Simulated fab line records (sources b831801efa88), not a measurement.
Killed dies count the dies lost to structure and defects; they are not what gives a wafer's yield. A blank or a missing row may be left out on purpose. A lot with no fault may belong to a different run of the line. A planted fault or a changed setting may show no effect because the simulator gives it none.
A struck lot beside a sound one || flow sfq line || 34 out of 325 route steps
Sound: these wafers, L277.3, L277.4, L277.6. Wafers L270.2, L270.4, L270.6 were the ones struck. Last of all comes the cause.
For every step that has rows: the tool of each side, followed by ch and its chambers, followed by its first start. Under that, the readings that differ: sound wafers || struck wafers || difference of the means || sigmas: that difference in standard deviations of wafers without a fault.
alike: same words and numbers on both sides, and readings whose means sit less than 2 such deviations apart. not compared: any withheld reading, any reading some wafer has no value for, any bound like >300 that may hide the same value, and any number with overlapping values for which the record gives no deviation.
The two part at a step that has a row with sigmas, a row that says differs or no value, or rows on one side only. Numbers that don't overlap but have no deviation are shown without sigmas and don't part them. A reading missing from all wafers of one side parts the sides only when that side holds two or more wafers.

first, 6 steps without rows for these wafers: SFQ_TRILAYER_M0_LITHO_COAT_026 (resist thk 62 nm); SFQ_TRILAYER_M0_LITHO_COAT_021 (resist thk 600 nm); SFQ_TRILAYER_M0_LITHO_SOFTBAKE_025; SFQ_TRILAYER_M0_LITHO_EXPOSE_022 (exposes mask M0, target cd 500 nm); SFQ_TRILAYER_M0_LITHO_PEB_024 (peb time 60 s); SFQ_TRILAYER_M0_LITHO_DEVELOP_023 (time 60 s).
SFQ_M0_OVL_MEAS_906:
  sound on overlay-02 at day 17 15:04; struck on overlay-01 at day 16 00:33
  alike: M0_OVL
SFQ_TRILAYER_M0_BARC_OPEN_METAL_ETCH_031: etches BARC in O2, target depth 125 nm, time 41.7 s.
  sound on rie metal-04 ch 0,1, day 17 15:06; struck on rie metal-01 ch 0,1, day 16 00:35
  alike: drypump motor current A, oes product au
  not compared: rf hours counter h
SFQ_TRILAYER_M0_ETCH_METAL_ETCH_024: etches Nb in Cl2/Ar, stops on SiO2, target depth 240 nm, time 120 s.
  sound on rie metal-04 ch 0,1, day 17 15:11; struck on rie metal-01 ch 0,1, day 16 00:38
  alike: drypump motor current A, oes product au
  not compared: rf hours counter h
SFQ_TRILAYER_M0_STRIP_STRIP_025: strips in O2.
  sound on rie metal-04 ch 0,1, day 17 15:28; struck on rie metal-01 ch 0,1, day 16 00:46
  alike: drypump motor current A, oes product au
  not compared: rf hours counter h
then, 1 step without rows for these wafers: SFQ_TRILAYER_M0_STRIP_SOLV_CLEAN_026 (cleans in NMP, time 600 s).
SFQ_TRILAYER_I0_DEP_PECVD_027: deposits SiO2 from SiH4/N2O, time 111.11 s, target thk 500 nm.
  sound on pecvd-03 ch 1,2, day 17 16:05; struck on pecvd-03 ch 0,1,2, day 16 01:32
  no value came back on the struck wafers for any of 5 readings (chamber pressure Torr (Torr), heater power outer w (W) and others); on the sound wafers chamber pressure Torr (Torr) reads 2.397 2.402 2.393
SFQ_TRILAYER_I0_CMP_CMP_028: polishes SiO2.
  sound on cmp-01 ch 1,2,3, day 17 17:10; struck on cmp-02 ch 0,1,2, day 16 02:07
{"reading": "time to endpoint s (s)", "sound": "219 219 208", "struck": "- - -", "difference": "no value on the struck wafers", "sigmas": ""}
  alike: motor current A
SFQ_I0_BOW_MEAS_907:
  sound on film metro-01 at day 17 19:12; struck on film metro-02 at day 16 04:38
  alike: I0_BOW
SFQ_TRILAYER_I0_METRO_MEASURE_029:
  sound on film metro-01 at day 17 19:41; struck on film metro-02 at day 16 04:56
then, 6 steps without rows for these wafers: SFQ_TRILAYER_I0_VIA_LITHO_COAT_036 (resist thk 62 nm); SFQ_TRILAYER_I0_VIA_LITHO_COAT_031 (resist thk 650 nm); SFQ_TRILAYER_I0_VIA_LITHO_SOFTBAKE_035; SFQ_TRILAYER_I0_VIA_LITHO_EXPOSE_032 (exposes mask I0, target cd 500 nm); SFQ_TRILAYER_I0_VIA_LITHO_PEB_034 (peb time 60 s); SFQ_TRILAYER_I0_VIA_LITHO_DEVELOP_033 (time 60 s).
-- the record jumps here: 5 days lie between the struck wafers' starts before and after --
SFQ_I0_OVL_MEAS_908:
  sound on overlay-01 at day 24 05:23; struck on overlay-02 at day 21 14:51
  alike: I0_OVL
then, 1 step without rows for these wafers: SFQ_TRILAYER_I0_VIA_BARC_OPEN_VIA_ETCH_046 (etches BARC in O2, target depth 125 nm, time 41.7 s).
SFQ_TRILAYER_I0_VIA_ETCH_VIA_ETCH_034: etches SiO2 in CHF3, stops on Nb, target depth 260 nm.
  sound on rie diel-02 ch 0,2,3, day 24 05:27; struck on rie diel-01 ch 0,1,3, day 21 14:55
{"reading": "oes product au (a.u.)", "sound": "0.861 0.855 0.853", "struck": "0.369 0.372 0.373", "difference": -0.485, "sigmas": -92}
{"reading": "model.etch.depth nm (nm)", "sound": "199.5 200.7 197.3", "struck": "0 0 0", "difference": -199, "sigmas": ""}
  alike: drypump motor current A
then, 3 steps without rows for these wafers: SFQ_TRILAYER_I0_VIA_STRIP_STRIP_035 (strips in O2); SFQ_TRILAYER_I0_VIA_STRIP_SOLV_CLEAN_036 (cleans in NMP, time 600 s); SFQ_TRILAYER_M1_DEP_PRE_CLEAN_038 (time 22.5 s).
SFQ_TRILAYER_M1_DEP_SPUTTER_037: material Nb, target thk 200 nm, time 133.3 s.
  sound on pvd sputter-03 at day 24 06:34; struck on pvd sputter-06 at day 21 15:52
  alike: throttle valve pct
SFQ_M1_RS_MEAS_909: uses a four-point probe to measure.
  sound on film metro-03 at day 24 06:42; struck on film metro-01 at day 21 15:58
  alike: M1_NB_RS
then, 3 steps without rows for these wafers: SFQ_TRILAYER_M1_LITHO_COAT_044 (resist thk 62 nm); SFQ_TRILAYER_M1_LITHO_COAT_039 (resist thk 600 nm); SFQ_TRILAYER_M1_LITHO_SOFTBAKE_043.
-- the record jumps here: 7 days lie between the struck wafers' starts before and after --
SFQ_TRILAYER_M1_LITHO_EXPOSE_040: exposes mask M1, target cd 500 nm.
  sound on krf scanner-01 ch 0, day 30 22:16; struck on krf scanner-01, day 28 06:28
  no value came back on the struck wafers for exposure dose mJ cm2, focus offset nm (nm), sigma outer; on the sound wafers exposure dose mJ cm2 reads 14.383 14.382 14.389
  alike: mask
then, 1 step without rows for these wafers: SFQ_TRILAYER_M1_LITHO_PEB_042 (peb time 60 s).

## WHERE THEY PART
First at SFQ_TRILAYER_I0_DEP_PECVD_027; last, within this record, at SFQ_TRILAYER_M1_LITHO_EXPOSE_040.

WHY: whatever the simulator had introduced
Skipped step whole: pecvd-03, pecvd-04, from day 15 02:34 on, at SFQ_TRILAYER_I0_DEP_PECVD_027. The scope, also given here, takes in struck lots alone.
